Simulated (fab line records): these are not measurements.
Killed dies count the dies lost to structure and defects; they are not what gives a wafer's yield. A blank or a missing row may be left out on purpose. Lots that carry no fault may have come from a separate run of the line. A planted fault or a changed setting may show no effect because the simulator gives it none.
What tool caused it? -- flow gf180mcu -- 15 lots with 45 wafers sampled at 4 steps, on a route of 602 steps

== WHAT THE GAUGES SHOWED, per wafer ==
GF_PSD_TW_MEAS_11.
lot,measured,on,PSD_TW
L970,day 14 07:34,film metro-03,3174 3166 3166
L971,day 14 18:01,film metro-01,3200 3181 3193
L973,day 15 13:33,film metro-03,3139 3136 3147
L975,day 16 10:07,film metro-03,3143 3139 3148
L976,day 16 15:49,film metro-01,3192 3189 3195
L977,day 16 19:53,film metro-04,3186 3180 3172
L981,day 18 06:40,film metro-01,30 30 30
L982,day 18 11:27,film metro-04,30 30 30
L983,day 18 20:37,film metro-03,30 30 30
L986,day 20 00:42,film metro-01,3184 3201 3199
L989,day 21 03:45,film metro-03,3183 3172 3169
L990,day 21 10:27,film metro-03,3166 3156 3179
L991,day 21 17:12,film metro-03,3155 3177 3162
L992,day 22 02:59,film metro-03,3148 3151 3143
L993,day 22 11:48,film metro-04,3169 3160 3176

== TOOL THAT RAN EACH LOT (tool first, then ch and the chambers of the sampled wafers, then the start) ==
lot,GF_POLY_GATE_ETCH_13,GF_NSD_STRIP_11,GF_PSD_STRIP_10
L970,"rie si-01 ch 1,2,3, day 9 04:17","plasma asher-04 ch 0,1, day 13 10:53","plasma asher-02 ch 0,1, day 14 07:27"
L971,"rie si-02 ch 0,1,2, day 9 16:45","plasma asher-03 ch 0,1, day 13 20:35","plasma asher-02 ch 0,1, day 14 17:55"
L973,"rie si-01 ch 0,1, day 10 07:22","plasma asher-01 ch 0,1, day 14 16:05","plasma asher-03 ch 0,1, day 15 13:27"
L975,"rie si-02 ch 0,1, day 11 01:53","plasma asher-04 ch 0,1, day 15 11:35","plasma asher-03 ch 0,1, day 16 10:01"
L976,"rie si-02 ch 0,1, day 11 05:32","plasma asher-01 ch 0,1, day 15 17:19","plasma asher-01 ch 0,1, day 16 15:43"
L977,"rie si-02 ch 0,2,3, day 11 09:08","plasma asher-04 ch 0,1, day 15 21:44","plasma asher-03 ch 0,1, day 16 19:47"
L981,"rie si-01 ch 0,1,3, day 12 12:49","plasma asher-03 ch 0,1, day 17 07:02","plasma asher-03 ch 0,1, day 18 06:34"
L982,"rie si-01 ch 0,1, day 12 19:16","plasma asher-01 ch 0,1, day 17 12:02","plasma asher-01 ch 0,1, day 18 11:21"
L983,"rie si-01 ch 0,3, day 13 00:14","plasma asher-01 ch 0,1, day 17 20:31","plasma asher-03 ch 0,1, day 18 20:30"
L986,"rie si-01 ch 2,3, day 14 00:08","plasma asher-01 ch 0,1, day 18 23:40","plasma asher-03 ch 0,1, day 20 00:36"
L989,"rie si-01 ch 0,2, day 15 01:36","plasma asher-03 ch 0,1, day 20 03:45","plasma asher-03 ch 0,1, day 21 03:39"
L990,"rie si-01 ch 0,1, day 15 06:40","plasma asher-04 ch 0,1, day 20 10:40","plasma asher-03 ch 0,1, day 21 10:20"
L991,"rie si-01 ch 0,1, day 15 12:34","plasma asher-03 ch 0,1, day 20 17:03","plasma asher-03 ch 0, day 21 17:05"
L992,"rie si-01 ch 0,2, day 15 19:21","plasma asher-04 ch 0,1, day 21 02:33","plasma asher-03 ch 0,1, day 22 02:53"
L993,"rie si-01 ch 1,2, day 16 06:20","plasma asher-04 ch 0,1, day 21 11:55","plasma asher-01 ch 0,1, day 22 11:43"
- GF_POLY_GATE_ETCH_13: etches poly-Si in HBr/Cl2, stops on SiO2, target depth 198.5 nm, time 69.6 s.
- GF_NSD_STRIP_11: strips in O2/N2.
- GF_PSD_STRIP_10: strips in O2/N2.

== WHAT THE TOOLS THEMSELVES READ (means of the sampled wafers that have a number; where no wafer has one, the mark that the record gives instead) ==
GF_POLY_GATE_ETCH_13.
lot,tool,drypump motor current A (A),oes product au (a.u.),rf fwd power W (W),throttle valve pct (%)
L970,rie si-01,5.7,0.991,396.0,33.692
L971,rie si-02,5.8,0.993,398.0,33.676
L973,rie si-01,5.6,1.003,397.8,33.688
L975,rie si-02,6.2,0.994,395.7,33.688
L976,rie si-02,6.1,0.999,395.7,33.686
L977,rie si-02,5.7,0.989,398.4,33.685
L981,rie si-01,5.8,0.993,397.7,33.676
L982,rie si-01,5.3,0.997,397.5,33.685
L983,rie si-01,6.4,0.986,396.5,33.686
L986,rie si-01,6.3,0.989,397.4,33.695
L989,rie si-01,5.8,0.988,396.9,33.684
L990,rie si-01,5.7,0.993,397.0,33.684
L991,rie si-01,5.3,0.989,396.6,33.678
L992,rie si-01,5.9,0.985,396.4,33.679
L993,rie si-01,5.4,0.993,396.3,33.680

GF_NSD_STRIP_11.
lot,tool,chamber pressure mTorr (mTorr),drypump motor current A (A),heater power w (W),n2 flow sccm (sccm),oes product au (a.u.),strip time to endpoint s (s)
L970,plasma asher-04,1499.5,6.1,428,300.6,0.486,22.91
L971,plasma asher-03,1499.9,6.4,306,299.8,0.487,22.93
L973,plasma asher-01,1500.7,6.1,318,300.0,0.488,22.95
L975,plasma asher-04,1499.2,6.1,431,299.3,0.486,22.94
L976,plasma asher-01,1499.4,6.1,315,299.2,0.486,22.94
L977,plasma asher-04,1500.1,6.1,430,300.2,0.491,22.97
L981,plasma asher-03,-,-,-,-,-,-
L982,plasma asher-01,-,-,-,-,-,-
L983,plasma asher-01,-,-,-,-,-,-
L986,plasma asher-01,1499.5,5.8,316,300.2,0.482,22.86
L989,plasma asher-03,1500.1,6.5,305,300.6,0.488,22.94
L990,plasma asher-04,1500.3,6.1,428,299.4,0.486,22.87
L991,plasma asher-03,1500.9,6.3,303,300.4,0.484,22.93
L992,plasma asher-04,1500.5,6.1,429,300.6,0.488,22.96
L993,plasma asher-04,1501.6,6.2,392,300.3,0.488,22.94

GF_PSD_STRIP_10.
lot,tool,chamber pressure mTorr (mTorr),drypump motor current A (A),heater power w (W),n2 flow sccm (sccm),oes product au (a.u.),strip time to endpoint s (s)
L970,plasma asher-02,1499.2,5.6,289,301.0,0.594,16.55
L971,plasma asher-02,1500.3,5.4,296,299.9,0.589,16.49
L973,plasma asher-03,1501.1,6.3,301,300.5,0.593,16.47
L975,plasma asher-03,1500.4,6.4,302,299.5,0.594,16.55
L976,plasma asher-01,1499.3,6.1,316,299.0,0.592,16.54
L977,plasma asher-03,1500.9,6.3,300,301.0,0.593,16.57
L981,plasma asher-03,1500.7,6.4,307,300.6,0.657,31.43
L982,plasma asher-01,1500.6,5.8,317,299.6,0.656,31.43
L983,plasma asher-03,1499.8,6.3,304,299.6,0.655,31.45
L986,plasma asher-03,1500.3,6.4,306,299.6,0.590,16.51
L989,plasma asher-03,1500.3,6.3,306,299.6,0.587,16.53
L990,plasma asher-03,1498.7,6.4,308,299.8,0.593,16.52
L991,plasma asher-03,1499.8,6.6,307,300.7,0.588,16.51
L992,plasma asher-03,1501.0,6.3,307,298.7,0.590,16.54
L993,plasma asher-01,1499.1,6.1,321,299.6,0.591,16.63

== THE ANSWER, worked out from the rows above alone ==
Rule: what is usual is taken from the lots themselves. Put in order of their means at a reading, lots are off if they are a third of the lots or fewer, leave a main group of 4 or more, and stand apart from it by a gap of 3 or more times the standard deviation of the main group's means; of several such gaps the widest counts. The tables above print the reading to a certain number of digits; a main group whose means all agree to those digits is not used. A lot without any number at a reading at which 4 lots or more have one is off too. The other lots that the step has rows for count as sound. First the gauges in route order, then the tools' own readings, where a lot's mean is used as printed above. The first step at which some lot is off is used, and at that step the reading that is off furthest; a lot without a number counts as furthest.
Off: at GF_PSD_TW_MEAS_11 (PSD_TW), L981, L982, L983. Mean 3169 and standard deviation 18 in the main group.
If a tool, at a process step before that reading, ran all the lots that are off and no sound lot after the first of them, it fits. Not tried: the gauges at GF_PSD_TW_MEAS_11; whatever is off there is also off at GF_NSD_STRIP_11, on other tools, and gauge error can't account for it. Not one of the candidates tried fits.

== WHAT THE SIMULATOR HAD PUT IN ==
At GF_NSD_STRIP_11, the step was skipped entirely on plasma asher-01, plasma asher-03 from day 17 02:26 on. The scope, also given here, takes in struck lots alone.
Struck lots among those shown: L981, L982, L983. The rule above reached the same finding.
